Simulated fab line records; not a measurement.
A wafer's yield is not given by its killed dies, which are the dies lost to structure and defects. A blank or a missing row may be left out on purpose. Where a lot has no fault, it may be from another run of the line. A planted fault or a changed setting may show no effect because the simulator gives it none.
The tool behind it: which one? + flow gf180mcu + 11 lots with 33 wafers sampled at 6 steps, on a route of 602 steps

WHAT THE GAUGES READ, wafer by wafer
GF_M1_RS_MEAS_05: measures by four-point-probe. Usual: M1_ALCU_RS typically reads 0.0695 ohm/sq, with standard deviation 0.00082.
| lot  | measured     | on            | M1_ALCU_RS (ohm/sq)  | flag |
|------|--------------|---------------|----------------------|------|
| L294 | day 16 00:58 | film metro-01 | 0.0687 0.0695 0.0695 |      |
| L295 | day 16 10:41 | film metro-04 | 0.0698 0.0710 0.0698 |      |
| L296 | day 16 20:14 | film metro-02 | 0.0703 0.0703 0.0705 |      |
| L297 | day 17 06:06 | film metro-02 | 0.0688 0.0689 0.0699 |      |
| L298 | day 17 10:13 | film metro-01 | 0.0696 0.0688 0.0696 |      |
| L305 | day 20 05:44 | film metro-01 | 0.0705 0.0704 0.0705 |      |
| L307 | day 20 23:17 | film metro-04 | 0.0697 0.0694 0.0695 |      |
| L310 | day 22 08:47 | film metro-04 | 0.0686 0.0689 0.0688 |      |
| L313 | day 23 02:22 | film metro-01 | 0.0688 0.0689 0.0693 |      |
| L314 | day 23 11:46 | film metro-02 | 0.0696 0.0702 0.0696 |      |
| L316 | day 24 01:46 | film metro-02 | 0.0697 0.0698 0.0705 |      |

GF_M1_OVL_MEAS_15. Usual: M1_OVL typically reads 2 nm, with standard deviation 4.7.
| lot  | measured     | on         | M1_OVL (nm) | flag |
|------|--------------|------------|-------------|------|
| L294 | day 16 22:48 | overlay-01 | -6 4 1      |      |
| L295 | day 17 09:08 | overlay-02 | 8 2 2       |      |
| L296 | day 17 18:56 | overlay-01 | 3 4 -4      |      |
| L297 | day 18 05:27 | overlay-01 | 4 1 2       |      |
| L298 | day 18 09:41 | overlay-01 | 4 0 5       |      |
| L305 | day 21 05:31 | overlay-02 | 8 16 2      |      |
| L307 | day 21 23:17 | overlay-01 | 2 -2 0      |      |
| L310 | day 23 08:41 | overlay-02 | 2 -4 -6     |      |
| L313 | day 24 01:28 | overlay-02 | -1 3 4      |      |
| L314 | day 24 10:05 | overlay-01 | 9 4 2       |      |
| L316 | day 24 23:54 | overlay-02 | 9 2 -3      |      |

GF_V1_RS_MEAS_24: measures by four-point-probe. Usual: V1_W_RS typically reads 0.331 ohm/sq, with standard deviation 0.0041.
| lot  | measured     | on            | V1_W_RS (ohm/sq)  | flag |
|------|--------------|---------------|-------------------|------|
| L294 | day 18 01:01 | film metro-02 | 0.333 0.333 0.331 |      |
| L295 | day 18 11:05 | film metro-04 | 0.325 0.336 0.336 |      |
| L296 | day 18 21:13 | film metro-04 | 0.336 0.338 0.331 |      |
| L297 | day 19 07:42 | film metro-04 | 0.334 0.329 0.327 |      |
| L298 | day 19 11:48 | film metro-03 | 0.326 0.324 0.326 |      |
| L305 | day 22 08:25 | film metro-02 | 0.398 0.332 0.395 | OFF  |
| L307 | day 23 01:13 | film metro-03 | 0.397 0.396 0.397 | OFF  |
| L310 | day 24 09:23 | film metro-04 | 0.329 0.330 0.332 |      |
| L313 | day 25 01:46 | film metro-02 | 0.330 0.339 0.329 |      |
| L314 | day 25 10:10 | film metro-04 | 0.335 0.336 0.338 |      |
| L316 | day 25 23:05 | film metro-02 | 0.340 0.334 0.334 |      |

GF_V1_THK_MEAS_25: measures by xrf. Usual: V1_W_THK typically reads 349 nm, with standard deviation 5.2.
| lot  | measured     | on            | V1_W_THK (nm) | flag |
|------|--------------|---------------|---------------|------|
| L294 | day 18 01:08 | film metro-02 | 350 348 350   |      |
| L295 | day 18 11:12 | film metro-04 | 361 347 349   |      |
| L296 | day 18 21:19 | film metro-04 | 349 347 355   |      |
| L297 | day 19 07:48 | film metro-04 | 353 362 360   |      |
| L298 | day 19 11:55 | film metro-03 | 350 356 352   |      |
| L305 | day 22 08:32 | film metro-02 | 299 345 301   | OFF  |
| L307 | day 23 01:20 | film metro-03 | 301 304 302   | OFF  |
| L310 | day 24 09:31 | film metro-04 | 355 355 352   |      |
| L313 | day 25 01:53 | film metro-02 | 350 341 349   |      |
| L314 | day 25 10:17 | film metro-04 | 344 344 345   |      |
| L316 | day 25 23:12 | film metro-02 | 337 345 346   |      |

WHICH TOOL RAN EACH LOT (tool, then ch and the chambers of the sampled wafers, then the start)
| lot  | GF_V1_SPUTTER_21             | GF_V1_CVD_23                  |
|------|------------------------------|-------------------------------|
| L294 | pvd sputter-04, day 18 00:47 | cvd w-01 ch 0,1, day 18 00:53 |
| L295 | pvd sputter-03, day 18 10:52 | cvd w-02 ch 0,1, day 18 10:58 |
| L296 | pvd sputter-02, day 18 20:58 | cvd w-01 ch 0,1, day 18 21:06 |
| L297 | pvd sputter-03, day 19 07:27 | cvd w-02 ch 0,1, day 19 07:35 |
| L298 | pvd sputter-03, day 19 11:34 | cvd w-02 ch 0, day 19 11:40   |
| L305 | pvd sputter-04, day 22 08:13 | cvd w-02 ch 0,1, day 22 08:19 |
| L307 | pvd sputter-03, day 23 00:53 | cvd w-02 ch 0, day 23 00:59   |
| L310 | pvd sputter-03, day 24 09:11 | cvd w-01 ch 0, day 24 09:17   |
| L313 | pvd sputter-04, day 25 01:33 | cvd w-01 ch 0,1, day 25 01:39 |
| L314 | pvd sputter-04, day 25 09:55 | cvd w-01 ch 0,1, day 25 10:03 |
| L316 | pvd sputter-04, day 25 22:51 | cvd w-01 ch 0,1, day 25 22:57 |
- GF_V1_SPUTTER_21: material Ti, target thk 15 nm, time 80.02 s.
- GF_V1_CVD_23: deposits W, target thk 350 nm, time 105.05 s.

WHAT THE TOOLS THEMSELVES READ (means of the sampled wafers that have a number; where no wafer has one, the mark that the record gives instead)
GF_V1_SPUTTER_21. Usual: substrate temp c 200.00 C, standard deviation 0.17; throttle valve pct 29.7 %, standard deviation 0.81.
| lot  | tool           | substrate temp c (C) | throttle valve pct (%) | flag |
|------|----------------|----------------------|------------------------|------|
| L294 | pvd sputter-04 | 200.04               | 29.7                   |      |
| L295 | pvd sputter-03 | 199.99               | 29.6                   |      |
| L296 | pvd sputter-02 | 200.02               | 29.8                   |      |
| L297 | pvd sputter-03 | 199.88               | 29.8                   |      |
| L298 | pvd sputter-03 | 200.06               | 30.0                   |      |
| L305 | pvd sputter-04 | 199.92               | 29.6                   |      |
| L307 | pvd sputter-03 | 200.03               | 29.4                   |      |
| L310 | pvd sputter-03 | 200.01               | 30.1                   |      |
| L313 | pvd sputter-04 | 200.00               | 29.8                   |      |
| L314 | pvd sputter-04 | 200.14               | 29.7                   |      |
| L316 | pvd sputter-04 | 199.97               | 29.2                   |      |

GF_V1_CVD_23. Usual: heater power w 775 W, standard deviation 96.
| lot  | tool     | heater power w (W) | flag |
|------|----------|--------------------|------|
| L294 | cvd w-01 | 855                |      |
| L295 | cvd w-02 | 751                |      |
| L296 | cvd w-01 | 802                |      |
| L297 | cvd w-02 | 696                |      |
| L298 | cvd w-02 | 657                |      |
| L305 | cvd w-02 | 705                |      |
| L307 | cvd w-02 | 655                |      |
| L310 | cvd w-01 | 929                |      |
| L313 | cvd w-01 | 861                |      |
| L314 | cvd w-01 | 854                |      |
| L316 | cvd w-01 | 822                |      |

THE ANSWER, worked out from the rows above alone
Rule: lot off if the mean of its wafers having a number is beyond 3 standard deviations from the usual mean. Also off: a lot with no number at a reading for which 4 or more lots have one. The other lots that the step has rows for count as sound. Order of review: gauges by route order, followed by the tools' own readings, for which a lot's mean as printed above is used. The first step at which some lot is off is used, and at that step the reading that is off furthest; a lot without a number counts as furthest.
Off: L305, L307, at GF_V1_RS_MEAS_24 (V1_W_RS).
If a tool, at a process step before that reading, ran all the lots that are off and no sound lot after the first of them, it fits. Gauges at GF_V1_RS_MEAS_24: tried the same way as those tools. One candidate fits, namely cvd w-02 at GF_V1_CVD_23. Its last sound lot is L298 (day 19 11:40), its first lot that is off L305 (day 22 08:19): a fault that began between those two fits.

WHAT HAD BEEN PUT IN BY THE SIMULATOR
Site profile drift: cvd w-02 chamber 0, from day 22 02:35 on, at GF_V1_CVD_23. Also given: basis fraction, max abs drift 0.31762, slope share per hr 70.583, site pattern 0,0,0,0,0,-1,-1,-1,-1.
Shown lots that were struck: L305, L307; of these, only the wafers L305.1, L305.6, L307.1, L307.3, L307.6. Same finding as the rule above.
